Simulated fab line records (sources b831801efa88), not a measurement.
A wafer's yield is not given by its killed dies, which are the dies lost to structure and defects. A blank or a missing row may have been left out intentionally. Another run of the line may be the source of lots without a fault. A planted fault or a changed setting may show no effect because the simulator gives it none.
Struck lot and sound lot, side by side -- flow sky130 -- 12 out of 708 route steps
Sound: wafers L437.1, L437.3, L437.5. Wafers struck: L452.1, L452.2, L452.5. The cause is named last.
Each step with rows lists, per side, the tool, then ch with its chambers, then its first start. Under that, the readings that differ: sound wafers -- struck wafers -- difference of the means -- sigmas: that difference in standard deviations of wafers without a fault.
alike: readings with means less than 2 such deviations apart, plus words and numbers identical on both sides. not compared: withheld readings, readings lacking a value on some wafer, bounds such as >300 that could conceal the same value, and numbers that have no deviation in the record and whose values overlap.
Wherever a step has rows on one side only, a row that says differs or no value, or a row with sigmas, the two part there. Numbers that have no deviation but don't overlap get no sigmas and don't part them. Lack of a reading on every wafer of one side parts them only where that side has two or more wafers.

SKY_FIELD_ISO_BOW_MEAS_00:
  sound on film-metro-02, day 2 06:00; struck on film-metro-04, day 5 09:00
  alike: INCOMING_BOW
then, 1 step without rows for these wafers: SKY_FIELD_ISO_OXIDATION_01 (stabilise 600 s, purge 300 s, target thk 12 nm).
SKY_FIELD_ISO_THK_MEAS_02:
  sound on film-metro-01, day 2 08:19; struck on film-metro-01, day 5 10:38
  alike: FIELD_ISO_OXIDATION_00_THK
then, 1 step without rows for these wafers: SKY_FIELD_ISO_CVD_03 (deposits Si3N4 from DCS/NH3, target thk 165 nm, time 2830 s).
SKY_FIELD_ISO_THK_MEAS_04:
  sound on film-metro-04, day 2 10:10; struck on film-metro-01, day 5 12:31
  alike: FIELD_ISO_CVD_03_THK
then, 4 steps without rows for these wafers: SKY_FIELD_ISO_DEHYDRATE_05 (time 60 s); SKY_FIELD_ISO_HMDS_06 (prime time 60 s); SKY_FIELD_ISO_COAT_07 (resist thk 60 nm); SKY_FIELD_ISO_COAT_08 (resist thk 450 nm).
SKY_FIELD_ISO_SOFTBAKE_09: time 90 s.
  sound on litho-track-03 ch 0, day 2 16:00; struck on litho-track-03 ch 0, day 5 21:00
reading,sound,struck,difference,sigmas
heater-power-total-W (W),57.55 57.28 57.13,58.05 57.84 57.93,+0.62,+6
plate-temp-C (C),99.91 99.96 100.00,100.86 100.90 100.64,+0.84,+6
then, 1 step without rows for these wafers: SKY_FIELD_ISO_EXPOSE_10 (exposes mask FOM, target cd 150 nm).
-- record jumps: 44 days separate the struck wafers' starts on either side; left off in module FIELD_ISO, taken up again in module PAD_OPEN, whose first shown step is the route's number 708 --
SKY_PAD_OPEN_PROBE_99:
  sound on prober-01, day 46 04:10; struck on prober-02, day 49 22:13
  alike: killed_at_M0_to_M3, killed_at_M4_up, killed-at-contacts, killed-at-front-end, killed-at-other, killed-dies, killed-open, killed-short

== WHERE THEY PART ==
At SKY_FIELD_ISO_SOFTBAKE_09 and nowhere else, as far as this record goes. Later steps at which nothing parts them and some readings are alike: SKY_PAD_OPEN_PROBE_99.

WHY: what the simulator had put in
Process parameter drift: litho-track-03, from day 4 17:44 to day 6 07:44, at SKY_FIELD_ISO_SOFTBAKE_09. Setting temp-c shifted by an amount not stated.
